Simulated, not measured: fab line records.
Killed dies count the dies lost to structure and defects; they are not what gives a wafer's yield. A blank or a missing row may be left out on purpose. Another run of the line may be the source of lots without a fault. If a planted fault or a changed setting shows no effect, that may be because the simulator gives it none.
fab line records	flow gf180mcu
record: lots: 12	wafers: 34	lastDay: 33
route steps=602 shown STI@15 LVPWELL@61 VT_IMPLANT@135
lots that met no fault: from a run of the same line without faults
startH: start of the lot's first displayed wafer, in hours after the record's first day	waitH: how many hours have passed since the lot's step before this one	" repeats the value in the row above	L1.1+2: one row covering several wafers at once	- value missing, or start not given	* or withheld: withheld	< > ~ a bound
route shown NAME@n: names a module that has steps shown in the file, with the first one's number in the route	usual: mean and standard deviation over wafers with no fault	same: alike in all rows	chamber/n: place in a boat	sites: per-site readings	_std_site: the standard deviation of these	_edge_site: the outer-site mean with the inner-site mean subtracted	radiusMm: for every site, how far away it sits from the centre of the wafer	mask NAME#n: copy n	behind: the tool/chamber that last shaped the wafer	hold: reason for holding the lot/hours on hold/outcome of the hold	device: transistor that didn't switch, given as n, p or np	end of line: the same wafers' tests at the end of the route	a step without rows: its recipe alone	killed: count of dies lost to structure and defects at first sort (not the wafer's yield)	map: a wafer's dies, x killed, . not, _ none there
set.NAME: the run value of the setting; set.NAME@STEP: its run value at that earlier step	model.NAME: the simulator's own value behind a step, which no gauge read
a sample of lots followed through the steps of the route, with each step as a table and each wafer as a row
services: a tool's chamber out of use, with start hour (startH, from the record's first day; less than 0 if before it), hours out, and reason
== steps ==
step: GF_STI_ETCH_14
recipe: target: Si	chemistry: HBr/Cl2/O2	targetDepthNm: 360	icpW: 600	biasW: 150	pressureMtorr: 15	HBr_flow_sccm: 150	Cl2_flow_sccm: 40	O2_flow_sccm: 6	timeS: 102.9
usual: drypumpMotorCurrentA: 5.87/0.19	oesProductAu: 1.001/0.01	throttleValvePct: 25.656/0.011
lot.wafer	tool	chamber	startH	waitH	drypumpMotorCurrentA	oesProductAu	rfHoursCounterH	throttleValvePct
L891.2	rieSi-02	2	26.14	0.0	5.61	0.988	161	25.677
L891.3	"	0	"	"	5.97	1.004	148	25.664
L891.5	"	1	"	"	5.98	0.997	-	25.658
L892.2	rieSi-02	0	30.89	0.0	5.96	0.988	149	25.661
L892.3	"	2	"	"	5.61	0.991	161	25.671
L892.5	"	2	"	"	5.60	0.993	-	25.649
L893.3	rieSi-01	0	35.79	0.0	5.96	1.021	79	25.645
L893.4	"	2	"	"	5.73	1.005	125	25.638
L893.5	"	1	"	"	6.10	1.007	-	25.670
L894.1	rieSi-01	2	41.19	0.0	5.72	1.004	125	25.662
L894.4	"	0	"	"	5.96	1.009	79	25.657
L894.5	"	0	"	"	5.96	1.017	-	25.650
L895.2	rieSi-01	2	45.44	0.0	5.72	0.996	125	25.651
L895.3	"	0	"	"	5.98	1.011	79	25.661
L895.4	"	1	"	"	6.15	1.018	2	25.651
L899.4	rieSi-01	3	66.64	0.0	6.00	1.217	1	25.512
L899.6	"	3	"	"	6.00	1.233	-	25.508
L900.4	rieSi-01	2	72.24	0.0	5.72	1.253	125	25.489
L900.6	"	2	"	"	5.75	1.245	-	25.510
L901.2	rieSi-01	3	78.04	0.0	6.04	0.989	1	25.670
L901.4	"	0	"	"	5.96	1.264	80	25.474
L901.6	"	3	"	"	6.01	1.240	-	25.502
L905.1	rieSi-02	3	98.44	0.0	5.56	1.000	103	25.634
L905.3	"	1	"	"	5.98	1.003	0	25.666
L905.5	"	2	"	"	5.62	0.987	-	25.674
L906.2	rieSi-02	2	102.34	0.0	5.61	0.986	0	25.667
L906.3	"	3	"	"	5.56	1.000	103	25.660
L906.4	"	1	"	"	5.98	1.000	-	25.658
L908.1	rieSi-02	2	112.84	0.0	5.61	0.994	0	25.649
L908.4	"	0	"	"	5.94	0.985	0	25.682
L908.6	"	2	"	"	5.62	0.985	-	25.684
L911.2	rieSi-02	0	129.14	0.0	5.98	0.969	0	25.674
L911.3	"	2	"	"	5.62	0.987	1	25.661
L911.6	"	3	"	"	5.58	1.001	-	25.640
step: GF_STI_STRIP_15
recipe: chemistry: O2/N2	powerW: 1400	pressureMtorr: 1500	platenTempC: 250	o2FlowSccm: 3000	n2FlowSccm: 300	overashFraction: 0.5
usual: drypumpMotorCurrentA: 5.6/0.44	heaterPowerW: 360/23	o2FlowSccm: 3002/8.1	oesProductAu: 0.384/0.0048	stripTimeToEndpointS: 3.73/0.044
lot.wafer	tool	chamber	startH	waitH	drypumpMotorCurrentA	heaterPowerW	o2FlowSccm	oesProductAu	rfHoursCounterH	stripTimeToEndpointS
L891.2	plasmaAsher-03	1	26.22	0.0	5.8	363	3004	0.379	37	3.74
L891.3	"	1	"	"	5.8	361	3001	0.386	-	3.75
L891.5	"	1	"	"	5.8	359	3004	0.387	-	3.72
L892.2	plasmaAsher-04	0	30.97	0.0	6.3	345	2997	0.389	35	3.78
L892.3	"	0	"	"	6.3	345	2997	0.386	-	3.79
L892.5	"	1	"	"	5.0	373	3002	0.382	-	3.77
L893.3	plasmaAsher-03	1	35.90	0.1	5.9	377	3003	0.377	-	3.72
L893.4	"	0	"	"	5.4	368	3003	0.380	-	3.72
L893.5	"	0	"	"	5.4	379	3007	0.388	-	3.66
L894.1	plasmaAsher-01	0	41.26	0.0	5.3	332	2996	0.383	26	3.76
L894.4	"	1	"	"	5.7	396	2995	0.382	-	3.70
L894.5	"	0	"	"	5.3	307	3001	0.390	-	3.76
L895.2	plasmaAsher-04	1	45.51	0.0	5.0	388	3007	0.388	37	3.75
L895.3	"	0	"	"	6.3	354	3008	0.393	-	3.79
L895.4	"	1	"	"	5.0	383	3007	0.385	-	3.73
L899.4	plasmaAsher-01	1	66.75	0.1	5.6	397	2997	0.370	-	3.26
L899.6	"	1	"	"	5.7	382	2998	0.368	-	3.29
L900.4	plasmaAsher-01	1	72.35	0.1	5.6	388	3010	0.362	-	3.22
L900.6	"	0	"	"	5.3	324	3000	0.371	-	3.20
L901.2	plasmaAsher-01	0	78.11	0.0	5.3	329	2991	0.386	30	3.76
L901.4	"	0	"	"	5.3	314	3008	0.356	-	3.22
L901.6	"	1	"	"	5.7	402	3017	0.366	-	3.31
L905.1	plasmaAsher-04	1	98.51	0.0	5.0	371	2990	0.375	40	3.73
L905.3	"	1	"	"	5.0	378	2986	0.381	-	3.74
L905.5	"	0	"	"	6.3	353	3003	0.383	-	3.72
L906.2	plasmaAsher-04	0	102.41	0.0	6.3	340	2994	0.382	41	3.77
L906.3	"	1	"	"	5.0	368	3012	0.381	-	3.72
L906.4	"	0	"	"	6.3	353	3016	0.387	-	3.71
L908.1	plasmaAsher-01	1	112.91	0.0	5.6	383	2985	0.393	34	3.81
L908.4	"	1	"	"	5.6	394	3001	0.392	-	3.76
L908.6	"	0	"	"	5.3	329	3011	0.392	-	3.76
L911.2	plasmaAsher-03	1	129.21	0.0	5.9	360	3004	0.382	47	3.79
L911.3	"	1	"	"	5.9	373	3011	0.382	-	3.71
L911.6	"	1	"	"	5.9	366	2999	0.388	-	3.72
step: GF_STI_THK_MEAS_30
recipe: reads: SiO2_of_STI_OXIDATION_29
usual: STI_OXIDATION_02_THK: 9.97/0.18
lot.wafer	tool	chamber	startH	waitH	STI_OXIDATION_02_THK[nm]
L891.2	filmMetro-02	-	30.29	0.0	10.14
L891.3	"	-	"	"	10.21
L891.5	"	-	"	"	10.06
L892.2	filmMetro-04	-	35.09	0.0	10.07
L892.3	"	-	"	"	9.91
L892.5	"	-	"	"	9.94
L893.3	filmMetro-04	-	44.66	0.0	9.73
L893.4	"	-	"	"	9.60
L893.5	"	-	"	"	9.48
L894.1	filmMetro-01	-	49.70	0.0	9.90
L894.4	"	-	"	"	9.91
L894.5	"	-	"	"	9.82
L895.2	filmMetro-04	-	51.11	0.0	9.96
L895.3	"	-	"	"	10.06
L895.4	"	-	"	"	9.99
L899.4	filmMetro-04	-	70.89	0.0	10.00
L899.6	"	-	"	"	10.01
L900.4	filmMetro-04	-	77.94	0.0	9.72
L900.6	"	-	"	"	10.01
L901.2	filmMetro-01	-	82.92	0.0	9.88
L901.4	"	-	"	"	9.85
L901.6	"	-	"	"	10.07
L905.1	filmMetro-04	-	103.92	0.0	10.05
L905.3	"	-	"	"	9.99
L905.5	"	-	"	"	10.38
L906.2	filmMetro-04	-	107.95	0.0	9.89
L906.3	"	-	"	"	10.03
L906.4	"	-	"	"	10.04
L908.1	filmMetro-02	-	117.06	0.0	10.14
L908.4	"	-	"	"	9.91
L908.6	"	-	"	"	9.96
L911.2	filmMetro-01	-	134.60	0.0	10.10
L911.3	"	-	"	"	10.10
L911.6	"	-	"	"	9.99
step: GF_LVPWELL_OVL_MEAS_07
usual: LVPWELL_OVL: 0.6/1.4
lot.wafer	tool	chamber	startH	waitH	LVPWELL_OVL[nm]
L891.2	overlay-01	-	68.91	-	1.3
L891.3	"	-	"	"	2.1
L891.5	"	-	"	"	1.5
L892.2	overlay-02	-	73.25	-	1.5
L892.3	"	-	"	"	0.5
L892.5	"	-	"	"	0.7
L893.3	overlay-02	-	84.87	-	0.6
L893.4	"	-	"	"	-0.8
L893.5	"	-	"	"	-1.6
L894.1	overlay-02	-	90.94	-	-2.1
L894.4	"	-	"	"	-0.4
L894.5	"	-	"	"	1.8
L895.2	overlay-02	-	92.81	-	1.8
L895.3	"	-	"	"	-1.1
L895.4	"	-	"	"	0.6
L899.4	overlay-02	-	113.36	-	1.8
L899.6	"	-	"	"	-1.8
L900.4	overlay-02	-	117.87	-	0.9
L900.6	"	-	"	"	0.5
L901.2	overlay-02	-	129.95	-	0.3
L901.4	"	-	"	"	-0.8
L901.6	"	-	"	"	-1.5
L905.1	overlay-02	-	147.94	-	-0.3
L905.3	"	-	"	"	0.6
L905.5	"	-	"	"	2.2
L906.2	overlay-01	-	153.71	-	0.9
L906.3	"	-	"	"	1.0
L906.4	"	-	"	"	0.1
L908.1	overlay-02	-	163.84	-	1.4
L908.4	"	-	"	"	0.5
L908.6	"	-	"	"	1.5
L911.2	overlay-02	-	181.86	-	-0.7
L911.3	"	-	"	"	-1.2
L911.6	"	-	"	"	-0.6
step: GF_VT_IMPLANT_RTA_45
recipe: tempC: 1050	timeS: 30	ambient: N2
usual: annealTempCMax: 1057.5/1.2	lampPowerPct: 33/4.3	wafer_temp_C_max: 1054.8/1.1
lot.wafer	tool	chamber	startH	waitH	annealTempCMax	lampPowerPct	wafer_temp_C_max
L891.2	rtpAnneal-01	0	158.91	0.0	1056.6	40	1054.2
L891.3	"	0	"	"	1055.6	40	1053.5
L891.5	"	0	"	"	1055.1	40	1052.7
L892.2	rtpAnneal-02	0	163.52	0.0	1058.3	30	1054.0
L892.3	"	0	"	"	1057.8	30	1054.8
L892.5	"	0	"	"	1058.0	30	1053.9
L893.3	rtpAnneal-02	0	177.07	0.0	1058.7	30	1055.6
L893.4	"	0	"	"	1057.8	30	1056.3
L893.5	"	0	"	"	1055.7	30	1056.2
L894.1	rtpAnneal-02	0	182.54	0.0	1058.1	30	1053.8
L894.4	"	0	"	"	1057.6	31	1054.1
L894.5	"	0	"	"	1057.9	30	1055.1
L895.2	rtpAnneal-02	0	186.00	0.0	1056.4	30	1054.6
L895.3	"	0	"	"	1056.7	30	1053.3
L895.4	"	0	"	"	1059.3	30	1055.3
L899.4	rtpAnneal-01	0	209.99	0.1	1057.5	40	1054.3
L899.6	"	0	"	"	1057.6	40	1055.1
L900.4	rtpAnneal-02	0	214.78	0.1	1057.3	30	1056.5
L900.6	"	0	"	"	1056.1	30	1054.8
L901.2	rtpAnneal-01	0	230.21	0.0	1057.0	40	1053.4
L901.4	"	0	"	"	1057.5	40	1053.9
L901.6	"	0	"	"	1056.2	40	1054.7
L905.1	rtpAnneal-01	0	249.93	0.0	1057.3	40	1054.4
L905.3	"	0	"	"	1055.5	40	1054.1
L905.5	"	0	"	"	1058.0	40	1055.9
L906.2	rtpAnneal-01	0	260.11	0.0	1056.5	40	1053.2
L906.3	"	0	"	"	1056.4	40	1054.3
L906.4	"	0	"	"	1056.1	41	1053.8
L908.1	rtpAnneal-01	0	269.68	0.0	1056.8	40	1053.4
L908.4	"	0	"	"	1056.3	40	1053.6
L908.6	"	0	"	"	1057.7	40	1054.4
L911.2	rtpAnneal-02	0	290.26	0.0	1057.6	31	1054.2
L911.3	"	0	"	"	1059.9	30	1055.6
L911.6	"	0	"	"	1059.1	31	1055.4
== services ==
tool	chamber	startH	hours	kind
rieSi-02	1	32.23	3.4	repair
rieSi-02	1	35.58	-	clean
rieSi-02	1	35.58	17.2	scheduledDown
rieSi-02	1	35.58	17.2	ventCycle
rieSi-02	2	52.77	-	clean
rieSi-02	2	52.77	21.2	scheduledDown
rieSi-02	2	52.77	21.2	ventCycle
plasmaAsher-03	-	68.69	4.2	repair
plasmaAsher-04	-	74.49	15.6	pm
rieSi-01	3	81.18	2.5	repair
rtpAnneal-02	-	86.66	70.5	pm
rieSi-02	0	90.02	-	clean
rieSi-02	0	90.02	22.2	scheduledDown
rieSi-02	0	90.02	22.2	ventCycle
plasmaAsher-04	-	108.75	9.0	pm
rieSi-01	1	165.16	25.2	repair
rieSi-01	-	190.60	5.5	repair
rtpAnneal-01	-	194.58	4.4	pm
plasmaAsher-04	-	215.61	28.2	repair
rtpAnneal-01	-	223.70	0.9	pm
rieSi-02	-	282.28	2.8	pm
rieSi-02	3	285.28	-	clean
rieSi-02	3	285.28	18.9	scheduledDown
rieSi-02	3	285.28	18.9	ventCycle
== key ==
firstSign: step: GF_STI_ETCH_14	reading: oesProductAu	direction: up	sigmas: 24	usual: 1.001	struck: 1.242
effect: step: GF_STI_ETCH_14	reading: throttleValvePct	direction: down	sigmas: 15	usual: 25.656	struck: 25.499
effect: step: GF_STI_STRIP_15	reading: stripTimeToEndpointS	direction: down	sigmas: 11	usual: *	struck: *
metAt GF_STI_ETCH_14
struckLots L899,L900,L901
struckWafers L899.4,L899.6,L900.4,L900.6,L901.4,L901.6
testerLeftOut L899,L900,L901
notActingAt GF_STI_THK_MEAS_30,GF_LVPWELL_OVL_MEAS_07,GF_VT_IMPLANT_RTA_45
onsetBetween 45.44 66.64
fault: kind: processParameterDrift	tool: rieSi-01	chamber: -	onsetH: 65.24	steps: GF_STI_ETCH_14	channel: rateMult	offset: 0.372	shape: step	endH: 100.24	scope: struckWafersOnly
testerLeftOut: of these lots the tester's yield and bins aren't shown, on N5 and GAA mostly nor the transistor test; their killed dies are dies lost to structure and defects alone, not to doping, threshold or leakage, so they don't give the yield
